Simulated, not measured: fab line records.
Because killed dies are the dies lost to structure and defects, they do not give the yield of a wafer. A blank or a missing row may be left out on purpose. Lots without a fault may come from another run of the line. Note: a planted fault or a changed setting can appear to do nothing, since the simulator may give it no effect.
Problem report in the 8D (eight disciplines) form, filled by code / flow gf180mcu / the parts of the form that need people (team, actions taken, sign-off) are left out

== 1. WHAT WENT WRONG ==
Wafers without a fault read 84 s, standard deviation 4; time-to-endpoint-s at GF_V2_CMP_26 reads a mean of 50 s on 3 wafers belonging to 2 lots. Relative to the usual mean, that is a shift of -8.6 standard deviations.
The step: polishes, stops on SiO2, t overpolish 15 s, target thk 0 nm.
Earliest sighting: wafer L338.1 on cmp-01 at day 24 09:59. The record has a number at this step for 18 wafers belonging to 6 lots. By rule, "out" or "out of limits" means more than 4 standard deviations away from the usual mean. Any other wafer with a number is counted as sound.

== 2. WHAT IT IS, AND WHAT IT ISN'T ==
question=which readings at this step | is=time-to-endpoint-s | is not=head-pressure-psi, motor-current-A
question=which lots | is=L338, L340 | is not=L328, L329, L349, L350
question=which wafers of those lots | is=L338.1, L340.1, L340.6 | is not=L338.4, L338.5, L340.2
question=read on which tools | is=cmp-01 | is not=-
question=when | is=from day 24 09:59 | is not=up to then (8 sound wafers); but 7 sound wafers of L340, L349, L350 came after

== 3. THE SUSPECTS, EACH WITH WHAT RULES IT OUT ==
Counting: if a tool at a process step up to the reading ran every lot that is out, it stays a suspect. Sound lots after the first of them don't rule it out here, since some wafers of a struck lot are sound.
- cvd-w-02 at GF_V2_CVD_23 (deposits W, target thk 350 nm, time 104.94 s): kept. It ran every lot that is out, first L338 (day 24 09:07); its last sound lot up to then is L328 (day 20 15:20).
- cmp-01 at GF_V2_CMP_26 (polishes, stops on SiO2, t overpolish 15 s, target thk 0 nm): kept. It ran every lot that is out, first L338 (day 24 09:59); its last sound lot up to then is L329 (day 21 06:04). On those wafers its own readings are out: time-to-endpoint-s.
- In cmp-01 at GF_V2_CMP_26, the wafers that are out were processed in chamber 2 and their sound lot-mates in chambers 0, 1.
Remaining after the count are cvd-w-02 at GF_V2_CVD_23 and cmp-01 at GF_V2_CMP_26.

== 4. THE CAUSE (what the simulator had put in) ==
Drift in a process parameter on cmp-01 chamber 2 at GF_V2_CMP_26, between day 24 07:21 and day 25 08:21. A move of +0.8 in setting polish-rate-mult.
Of the 2 suspects that counting leaves, this tool is one.

== 5. THE CHAIN OF EFFECTS, in route order ==
One row per reading whose mean, taken over the struck wafers that have a number, lies over 3 standard deviations from the usual. Scope: only readings with a usual standard deviation given in the record; hours: median across lots of the time from each lot's start at the first step in this table that gives one to its start at this step; sigmas: change in usual standard deviations.
hours=0; step=GF_V2_CMP_26; reading=time-to-endpoint-s; usual=84 s; on struck wafers=50; change=-34; sigmas=-8.6
The process steps in it:
- GF_V2_CMP_26: polishes, stops on SiO2, t overpolish 15 s, target thk 0 nm.

== 6. WHAT WOULD HAVE CAUGHT IT SOONER ==
In this record the first reading out of limits was taken at day 24 09:59, 3 hours after the fault began at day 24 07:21.
